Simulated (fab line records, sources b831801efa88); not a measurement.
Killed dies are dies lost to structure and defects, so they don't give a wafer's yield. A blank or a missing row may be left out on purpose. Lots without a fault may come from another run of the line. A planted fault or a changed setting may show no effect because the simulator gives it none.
Chamber matching | flow gf180mcu | GF_V3_CVD_02 on pecvd-01: 3 sister chambers
The step deposits SiO2 from TEOS, target thk 850 nm, time 94.851 s. 22 wafers are shown with their chamber, then 11 later ones without.

WAFERS WITH THEIR CHAMBER
wafer  | chamber | heater_power_w (W)
L078.1 | 2       | 697
L078.5 | 2       | 718
L078.6 | 1       | 601
L079.3 | 1       | 541
L079.4 | 0       | 535
L079.6 | 2       | 588
L080.1 | 1       | 635
L080.2 | 2       | 705
L080.5 | 0       | 559
L082.4 | 2       | 727
L082.5 | 1       | 523
L082.6 | 0       | 581
L085.3 | 0       | 576
L085.4 | 1       | 583
L085.5 | 2       | 574
L086.1 | 0       | 484
L086.4 | 1       | 579
L086.5 | 0       | 536
L092.1 | 2       | 703
L092.2 | 1       | 540
L092.6 | 2       | 584
L093.4 | 0       | 549

SIGNATURES (means of the wafers above)
reading        | chamber 0 | chamber 1 | chamber 2 | scatter within a chamber
heater_power_w | 545.71    | 571.71    | 662.00    | 49.8
Rule: a wafer's distance from a chamber is the root of the sum, over the readings, of the square of ((its reading less the chamber's mean) divided by the reading's scatter). The wafer belongs to the nearest chamber; if the next one is less than 2 further off, it can't be placed. The scatter: the root of (the sum of the squares of (reading less its chamber's mean) over the shown wafers, divided by (wafers less chambers)).

WAFERS WITHOUT THEIR CHAMBER
wafer  | heater_power_w (W)
L093.5 | 587
L093.6 | 522
L095.2 | 581
L095.3 | 609
L095.5 | 640
L096.2 | 601
L096.3 | 755
L096.6 | 459
L097.2 | 505
L097.3 | 617
L097.6 | 549

WHICH CHAMBER EACH WENT THROUGH
wafer  | from the rows above          | in truth
L093.5 | can't be placed: 1 or 0 or 2 | 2
L093.6 | can't be placed: 0 or 1      | 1
L095.2 | can't be placed: 1 or 0 or 2 | 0
L095.3 | can't be placed: 1 or 2 or 0 | 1
L095.5 | can't be placed: 2 or 1 or 0 | 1
L096.2 | can't be placed: 1 or 0 or 2 | 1
L096.3 | can't be placed: 2 or 1      | 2
L096.6 | can't be placed: 0 or 1      | 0
L097.2 | can't be placed: 0 or 1      | 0
L097.3 | can't be placed: 2 or 1 or 0 | 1
L097.6 | can't be placed: 0 or 1      | 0
Placed correctly: 0 of 11. Can't be placed from these rows: 11 (the true chamber is among the candidates in 11). Placed wrongly: 0.
